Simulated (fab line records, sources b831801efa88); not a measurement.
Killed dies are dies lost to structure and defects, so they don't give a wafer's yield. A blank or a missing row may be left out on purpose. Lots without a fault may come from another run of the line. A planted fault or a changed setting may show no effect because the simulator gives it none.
fab line records | flow sky130
record lots=12 wafers=36 last_day=50
route steps=708 shown FIELD_ISO@16 PWDE@54 NWELL@63 PAD_OPEN@708
lots that met no fault: from a run of the same line without faults
start_h: hours from the record's first day to the start of the lot's first wafer shown | wait_h: hours since the lot's step before | " the same as in the row above | L1.1+2: a row that stands for several wafers | - no value, or no start given | * or withheld: withheld | < > ~ a bound
route shown NAME@n: a module of which the file shows steps, and the number in the route of the first | usual: mean/standard deviation of fault-free wafers | same: alike in all rows | chamber/n: place in a boat | sites: the reading at each site | _std_site: their standard deviation | _edge_site: outer sites' mean less inner sites' | radius_mm: how far each site lies from the wafer's centre | mask NAME#n: copy n | behind: the tool/chamber that last shaped the wafer | hold: why the lot was held/for how many hours/how that ended | device: the transistor (n, p or np) that didn't switch | end of line: the same wafers' tests at the end of the route | a step without rows: its recipe alone | killed: dies lost to structure and defects at the first sort, not the wafer's yield | map: a wafer's dies, x killed, . not, _ none there
set.NAME: the setting as run; set.NAME@STEP: as run at that earlier step | model.NAME: the simulator's own value behind a step, which no gauge read
steps of the route over a sample of lots; a table a step, a row a wafer
services: from which hour (start_h, from the record's first day; less than 0 if before it) a tool's chamber was out of use, for how many hours, and why
## steps
# step SKY_FIELD_ISO_ETCH_15
# recipe chemistry=CHF3/O2 target_depth_nm=180 stop_on=Si source_w=600 bias_w=200 pressure_mtorr=40 chf3_flow_sccm=50 O2_flow_sccm=5 time_s=72
# usual drypump_motor_current_A=5.9/0.47 oes_product_au=0.948/0.0068 throttle_valve_pct=8.845/0.0092
# columns lot.wafer tool chamber start_h wait_h drypump_motor_current_A oes_product_au rf_hours_counter_h throttle_valve_pct
L253.1 rie_diel-03 0 34.26 0.0 5.7 0.946 79 8.859
L253.4 " 2 " " 5.7 0.944 35 8.850
L253.6 " 0 " " 5.7 0.948 - 8.847
L254.1 rie_diel-04 2 38.80 0.0 5.9 0.952 19 8.846
L254.2 " 0 " " 6.0 0.945 176 8.845
L254.5 " 1 " " 5.0 0.950 - 8.853
L255.2 rie_diel-01 3 44.19 0.0 5.4 0.951 24 8.853
L255.3 " 1 " " 6.5 0.944 4 8.841
L255.5 " 1 " " 6.5 0.956 - 8.838
L256.1 rie_diel-01 3 48.69 0.0 5.4 0.938 24 8.855
L256.2 " 0 " " 6.2 0.949 3 8.849
L256.6 " 3 " " 5.4 0.939 - 8.849
L257.1 rie_diel-01 1 56.50 0.0 6.5 0.949 4 8.824
L257.2 " 2 " " 5.8 0.946 169 8.844
L257.4 " 0 " " 6.2 0.949 3 8.848
L258.2 rie_diel-01 1 62.59 0.0 6.5 0.949 4 8.848
L258.3 " 2 " " 5.9 0.957 169 8.836
L258.4 " 0 " " 6.2 0.948 3 8.847
L259.1 rie_diel-04 2 65.85 0.0 5.9 0.944 19 8.843
L259.3 " 1 " " 5.0 0.948 3 8.842
L259.5 " 0 " " 6.1 0.945 - 8.855
L261.2 rie_diel-03 2 75.80 0.0 5.7 0.938 35 8.844
L261.4 " 0 " " 5.7 0.938 80 8.835
L261.6 " 0 " " 5.7 0.940 - 8.850
L263.1 rie_diel-04 2 85.80 0.0 5.9 0.950 20 8.839
L263.3 " 1 " " 5.0 0.946 3 8.861
L263.5 " 0 " " 6.1 0.951 - 8.857
L270.3 rie_diel-01 2 123.74 0.0 5.8 0.955 0 8.841
L270.4 " 0 " " 6.2 0.924 - 8.846
L270.5 " 3 " " 5.4 0.947 - 8.823
L273.1 rie_diel-03 3 139.49 0.0 6.4 0.946 30 8.835
L273.4 " 2 " " 5.8 0.956 37 8.832
L273.6 " 3 " " 6.4 0.950 - 8.844
L274.1 rie_diel-04 3 143.90 0.0 5.2 0.946 144 8.849
L274.5 " 1 " " 5.0 0.944 - 8.843
L274.6 " 0 " " 6.1 0.950 - 8.849
# step SKY_FIELD_ISO_STRIP_16
# recipe chemistry=O2/N2 power_w=1400 pressure_mtorr=1500 platen_temp_c=withheld o2_flow_sccm=3000 n2_flow_sccm=300 overash_fraction=0.5
# usual drypump_motor_current_A=6.01/0.29 oes_product_au=0.378/0.0049 strip_time_to_endpoint_s=3.55/0.048
# columns lot.wafer tool chamber start_h wait_h drypump_motor_current_A oes_product_au rf_hours_counter_h strip_time_to_endpoint_s
L253.1 plasma_asher-02 1 34.31 0.0 6.30 0.384 22 3.59
L253.4 " 0 " " 6.03 0.373 - 3.43
L253.6 " 0 " " 6.02 0.381 - 3.59
L254.1 plasma_asher-01 1 38.86 0.0 5.49 0.378 34 3.51
L254.2 " 0 " " 5.80 0.376 34 3.52
L254.5 " 0 " " 5.85 0.373 - 3.48
L255.2 plasma_asher-01 1 44.25 0.0 5.48 0.377 35 3.55
L255.3 " 1 " " 5.47 0.384 - 3.55
L255.5 " 0 " " 5.81 0.374 - 3.55
L256.1 plasma_asher-02 1 48.75 0.0 6.34 0.375 24 3.54
L256.2 " 0 " " 6.05 0.372 24 3.51
L256.6 " 1 " " 6.33 0.376 - 3.55
L257.1 plasma_asher-04 0 56.56 0.0 6.26 0.378 37 3.53
L257.2 " 1 " " 6.10 0.375 37 3.61
L257.4 " 0 " " 6.21 0.379 - 3.52
L258.2 plasma_asher-02 1 62.65 0.0 6.31 0.380 25 3.52
L258.3 " 1 " " 6.30 0.374 - 3.57
L258.4 " 0 " " 6.07 0.375 - 3.53
L259.1 plasma_asher-04 1 65.91 0.0 6.12 0.379 38 3.55
L259.3 " 0 " " 6.26 0.372 - 3.51
L259.5 " 0 " " 6.25 0.375 - 3.51
L261.2 plasma_asher-02 1 75.86 0.0 6.34 0.375 27 3.46
L261.4 " 0 " " 6.04 0.383 - 3.58
L261.6 " 0 " " 6.06 0.391 - 3.59
L263.1 plasma_asher-02 1 85.86 0.0 6.31 0.377 28 3.56
L263.3 " 1 " " 6.34 0.370 - 3.50
L263.5 " 1 " " 6.34 0.378 - 3.55
L270.3 plasma_asher-04 1 123.83 0.1 6.11 0.380 - 3.56
L270.4 " 0 " " 6.24 0.386 - 3.71
L270.5 " 1 " " 6.09 0.377 - 3.53
L273.1 plasma_asher-01 0 139.55 0.0 5.82 0.387 45 3.64
L273.4 " 0 " " 5.81 0.384 - 3.48
L273.6 " 1 " " 5.45 0.377 - 3.62
L274.1 plasma_asher-01 1 143.96 0.0 5.53 0.378 45 3.58
L274.5 " 1 " " 5.47 0.380 - 3.52
L274.6 " 0 " " 5.84 0.379 - 3.56
# step SKY_PWDE_STRIP_09
# recipe chemistry=O2/N2 power_w=1400 pressure_mtorr=1500 platen_temp_c=withheld o2_flow_sccm=3000 n2_flow_sccm=300 overash_fraction=0.5
# usual drypump_motor_current_A=5.95/0.3 oes_product_au=0.723/0.0046 strip_time_to_endpoint_s=36.96/0.1
# columns lot.wafer tool chamber start_h wait_h drypump_motor_current_A oes_product_au rf_hours_counter_h strip_time_to_endpoint_s
L253.1 plasma_asher-01 1 77.98 0.1 5.46 0.734 38 36.84
L253.4 " 1 " " 5.47 0.720 - 36.88
L253.6 " 1 " " 5.48 0.722 - 36.94
L254.1 plasma_asher-02 0 82.84 0.1 6.09 0.727 27 36.93
L254.2 " 1 " " 6.33 0.718 27 37.02
L254.5 " 0 " " 6.08 0.734 - 36.96
L255.2 plasma_asher-03 0 85.22 0.1 5.71 0.719 40 36.91
L255.3 " 0 " " 5.72 0.720 - 36.95
L255.5 " 0 " " 5.71 0.720 - 36.89
L256.1 plasma_asher-02 0 89.74 0.1 6.10 0.722 28 36.99
L256.2 " 1 " " 6.36 0.717 28 37.08
L256.6 " 1 " " 6.32 0.726 - 36.93
L257.1 plasma_asher-02 0 98.47 0.1 6.09 0.719 29 36.80
L257.2 " 1 " " 6.36 0.729 29 36.83
L257.4 " 0 " " 6.11 0.722 - 36.90
L258.2 plasma_asher-03 1 103.93 0.1 6.15 0.719 42 36.92
L258.3 " 1 " " 6.16 0.725 - 36.90
L258.4 " 0 " " 5.71 0.718 - 36.85
L259.1 plasma_asher-02 0 108.67 0.1 6.07 0.724 30 36.95
L259.3 " 0 " " 6.06 0.724 - 36.95
L259.5 " 0 " " 6.09 0.721 - 36.86
L261.2 plasma_asher-03 1 120.49 0.1 6.17 0.716 0 37.02
L261.4 " 0 " " 5.71 0.725 - 36.94
L261.6 " 0 " " 5.71 0.725 - 36.84
L263.1 plasma_asher-02 0 130.78 0.1 6.04 0.728 33 36.95
L263.3 " 1 " " 6.29 0.724 - 36.97
L263.5 " 1 " " 6.29 0.714 - 36.91
L270.3 plasma_asher-01 1 168.77 0.1 5.49 0.720 - 37.07
L270.4 " 0 " " 5.78 0.716 - 36.95
L270.5 " 0 " " 5.79 0.722 - 37.05
L273.1 plasma_asher-03 0 194.48 0.1 5.71 0.716 7 37.09
L273.4 " 0 " " 5.69 0.721 - 37.17
L273.6 " 0 " " 5.70 0.725 - 37.05
L274.1 plasma_asher-01 1 204.37 0.1 5.44 0.722 51 37.20
L274.5 " 1 " " 5.49 0.715 - 37.13
L274.6 " 0 " " 5.83 0.722 - 37.08
# step SKY_NWELL_OVL_MEAS_10
# usual NWELL_00_OVL=-1.3/1.6
# columns lot.wafer tool chamber start_h wait_h NWELL_00_OVL[nm]
L253.1 overlay-02 - 95.34 - -1.1
L253.4 " - " " -0.2
L253.6 " - " " -2.3
L254.1 overlay-01 - 100.69 - 0.9
L254.2 " - " " -0.3
L254.5 " - " " 0.6
L255.2 overlay-01 - 103.01 - -0.7
L255.3 " - " " -1.6
L255.5 " - " " -1.2
L256.1 overlay-02 - 107.09 - -1.6
L256.2 " - " " -0.4
L256.6 " - " " -2.6
L257.1 overlay-01 - 116.83 - 2.9
L257.2 " - " " 0.6
L257.4 " - " " 2.0
L258.2 overlay-02 - 122.65 - -2.8
L258.3 " - " " -2.4
L258.4 " - " " -4.2
L259.1 overlay-01 - 126.90 - 0.6
L259.3 " - " " -0.5
L259.5 " - " " 1.5
L261.2 overlay-01 - 139.65 - -1.3
L261.4 " - " " 1.4
L261.6 " - " " -2.1
L263.1 overlay-01 - 150.49 - 0.2
L263.3 " - " " 0.0
L263.5 " - " " -0.4
L270.3 overlay-01 - 190.90 - -2.3
L270.4 " - " " -1.8
L270.5 " - " " -1.7
L273.1 overlay-02 - 217.20 - -2.1
L273.4 " - " " -0.8
L273.6 " - " " -1.4
L274.1 overlay-01 - 227.08 - -1.7
L274.5 " - " " -0.8
L274.6 " - " " 0.7
# step SKY_NWELL_TW_MEAS_26
# usual NWELL_2_TW=495/4.9
# columns lot.wafer tool chamber start_h wait_h NWELL_2_TW
L253.1 film_metro-03 - 113.97 0.1 491
L253.4 " - " " 492
L253.6 " - " " 489
L254.1 film_metro-04 - 120.94 0.1 502
L254.2 " - " " 504
L254.5 " - " " 506
L255.2 film_metro-04 - 122.20 0.1 502
L255.3 " - " " 498
L255.5 " - " " 498
L256.1 film_metro-03 - 126.32 0.1 491
L256.2 " - " " 494
L256.6 " - " " 491
L257.1 film_metro-01 - 136.19 0.1 498
L257.2 " - " " 495
L257.4 " - " " 494
L258.2 film_metro-04 - 142.55 0.1 501
L258.3 " - " " 504
L258.4 " - " " 499
L259.1 film_metro-03 - 146.73 0.1 490
L259.3 " - " " 488
L259.5 " - " " 489
L261.2 film_metro-03 - 160.05 0.1 488
L261.4 " - " " 489
L261.6 " - " " 490
L263.1 film_metro-03 - 170.67 0.1 494
L263.3 " - " " 494
L263.5 " - " " 491
L270.3 film_metro-03 - 214.70 0.1 487
L270.4 " - " " 492
L270.5 " - " " 490
L273.1 film_metro-04 - 240.18 0.1 500
L273.4 " - " " 504
L273.6 " - " " 504
L274.1 film_metro-01 - 250.72 0.1 492
L274.5 " - " " 491
L274.6 " - " " 490
# step SKY_PAD_OPEN_PROBE_99
# usual killed_at_M0_to_M3=43/6.8 killed_at_M4_up=3.3/2.1 killed_at_contacts=24/5 killed_at_front_end=15/4.4 killed_at_other=0.3/0.57 killed_dies=86/9.7 killed_open=47/7.3 killed_short=39/6.1
# same gross_dies=492 killed_at_back_side=0
# columns lot.wafer tool chamber start_h wait_h killed_at_M0_to_M3 killed_at_M4_up killed_at_contacts killed_at_front_end killed_at_other killed_dies killed_open killed_short
L253.1 prober-01 - 1082.90 0.1 41 2 22 8 1 74 31 43
L253.4 prober-01 - 1083.05 0.2 39 5 28 16 1 89 53 34
L253.6 prober-01 - 1083.15 0.2 35 4 30 11 0 80 47 33
L256.1 prober-02 - 1103.59 0.1 43 1 22 19 0 85 41 43
L256.2 prober-02 - 1103.64 0.1 47 1 20 11 0 79 41 37
L256.6 prober-02 - 1103.84 0.2 38 7 29 13 0 87 39 48
L257.1 prober-01 - 1113.21 0.1 38 9 22 15 0 84 45 39
L257.2 prober-01 - 1113.26 0.1 44 5 31 14 0 94 55 39
L257.4 prober-01 - 1113.36 0.2 45 1 28 9 0 83 48 35
L270.4 prober-02 - 1177.01 0.2 39 3 27 19 1 89 38 45
# killed by level:class
L253.1 CONTACT:geometric_particle:open=9 VIA3:geometric_particle:open=9 METAL1:geometric_particle:short=7 METAL2:geometric_particle:short=6 VIA1:geometric_particle:short=5 VIA1:geometric_particle:open=5 VIA3:geometric_particle:short=4 FIELD_ISO:geometric_particle:short=3
L253.4 VIA1:geometric_particle:open=13 CONTACT:geometric_particle:open=9 VIA2:geometric_particle:open=8 LI_CONTACT:geometric_particle:open=7 SPACER:geometric_particle:open=5 METAL1:geometric_particle:short=5 METAL4:geometric_particle:short=5 CONTACT:geometric_particle:short=4
L253.6 CONTACT:geometric_particle:open=10 LI_CONTACT:geometric_particle:open=8 VIA1:geometric_particle:open=7 CONTACT:geometric_particle:short=6 VIA3:geometric_particle:open=5 METAL2:geometric_particle:short=4 VIA2:geometric_particle:open=4 FIELD_ISO:geometric_particle:short=3
L256.1 VIA3:geometric_particle:open=11 CONTACT:geometric_particle:open=8 LI_CONTACT:geometric_particle:open=5 CONTACT:geometric_particle:short=5 METAL1:geometric_particle:short=5 VIA1:geometric_particle:short=5 METAL3:geometric_particle:short=5 POLY_GATE:geometric_particle:open=4
L256.2 VIA1:geometric_particle:open=12 METAL1:geometric_particle:short=6 VIA2:geometric_particle:open=6 VIA3:geometric_particle:open=6 CONTACT:geometric_particle:open=5 LI_CONTACT:geometric_particle:open=5 LOCAL_INTERCONNECT:geometric_particle:short=5 VIA3:geometric_particle:short=5
L256.6 CONTACT:geometric_particle:open=13 CONTACT:geometric_particle:short=7 VIA1:geometric_particle:open=7 VIA2:geometric_particle:open=7 VIA3:geometric_particle:short=7 FIELD_ISO:geometric_particle:short=5 METAL4:geometric_particle:short=5 POLY_GATE:geometric_particle:short=4
L257.1 CONTACT:geometric_particle:open=9 METAL2:geometric_particle:short=7 VIA1:geometric_particle:open=7 LI_CONTACT:geometric_particle:open=5 POLY_GATE:geometric_particle:open=5 METAL4:geometric_particle:short=5 METAL1:geometric_particle:short=5 FIELD_ISO:geometric_particle:open=4
L257.2 LI_CONTACT:geometric_particle:open=15 CONTACT:geometric_particle:open=10 METAL1:geometric_particle:short=10 VIA1:geometric_particle:open=8 METAL2:geometric_particle:short=6 VIA2:geometric_particle:open=6 POLY_GATE:geometric_particle:short=5 POLY_GATE:geometric_particle:open=4
L257.4 CONTACT:geometric_particle:open=12 VIA1:geometric_particle:open=10 VIA2:geometric_particle:open=8 LI_CONTACT:geometric_particle:open=6 METAL1:geometric_particle:short=6 CONTACT:geometric_particle:short=4 VIA1:geometric_particle:short=4 VIA2:geometric_particle:short=4
L270.4 VIA1:geometric_particle:open=14 CONTACT:geometric_particle:short=10 METAL1:geometric_particle:short=6 CONTACT:geometric_particle:open=6 POLY_GATE:geometric_particle:open=5 FIELD_ISO:area_etch=5 LI_CONTACT:geometric_particle:short=4 METAL2:geometric_particle:short=4
## services
# columns tool chamber start_h hours kind
rie_diel-04 3 27.25 12.4 repair
plasma_asher-03 - 29.92 1.6 repair
rie_diel-03 2 36.42 2.9 repair
rie_diel-03 0 38.06 2.7 repair
rie_diel-04 0 39.61 - clean
rie_diel-04 0 39.61 18.7 scheduled_down
rie_diel-04 0 39.61 18.7 vent_cycle
plasma_asher-04 - 40.75 1.9 repair
rie_diel-03 - 67.03 1.4 repair
rie_diel-01 2 79.96 - clean
rie_diel-01 2 79.96 21.5 scheduled_down
rie_diel-01 2 79.96 21.5 vent_cycle
rie_diel-01 - 99.12 0.4 repair
rie_diel-01 1 103.71 26.3 repair
plasma_asher-03 - 108.75 9.0 pm
plasma_asher-03 0 108.75 9.0 vent_cycle
plasma_asher-03 1 108.75 9.0 vent_cycle
plasma_asher-03 0 117.75 - clean
plasma_asher-03 - 125.19 7.4 pm
rie_diel-04 2 144.32 12.9 repair
rie_diel-04 0 152.86 4.0 repair
rie_diel-01 1 154.94 7.9 repair
rie_diel-04 1 181.48 5.9 repair
plasma_asher-04 - 197.05 28.1 pm
## key
first_sign step=SKY_FIELD_ISO_ETCH_15 reading=oes_product_au direction=down sigmas=3.6 usual=0.948 struck=0.924
effect step=SKY_FIELD_ISO_STRIP_16 reading=strip_time_to_endpoint_s direction=up sigmas=3.4 usual=* struck=*
met_at SKY_FIELD_ISO_ETCH_15
struck_lots L270
struck_wafers L270.4
tester_left_out L270
not_acting_at SKY_PWDE_STRIP_09,SKY_NWELL_OVL_MEAS_10,SKY_NWELL_TW_MEAS_26
onset_between 62.59 123.74
fault kind=process_parameter_drift tool=rie_diel-01 chamber=0 onset_h=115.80 steps=SKY_FIELD_ISO_ETCH_15 channel=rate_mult offset=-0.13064 shape=step end_h=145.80
# tester_left_out: of these lots the tester's yield and bins aren't shown, on N5 and GAA mostly nor the transistor test; their killed dies are dies lost to structure and defects alone, not to doping, threshold or leakage, so they don't give the yield
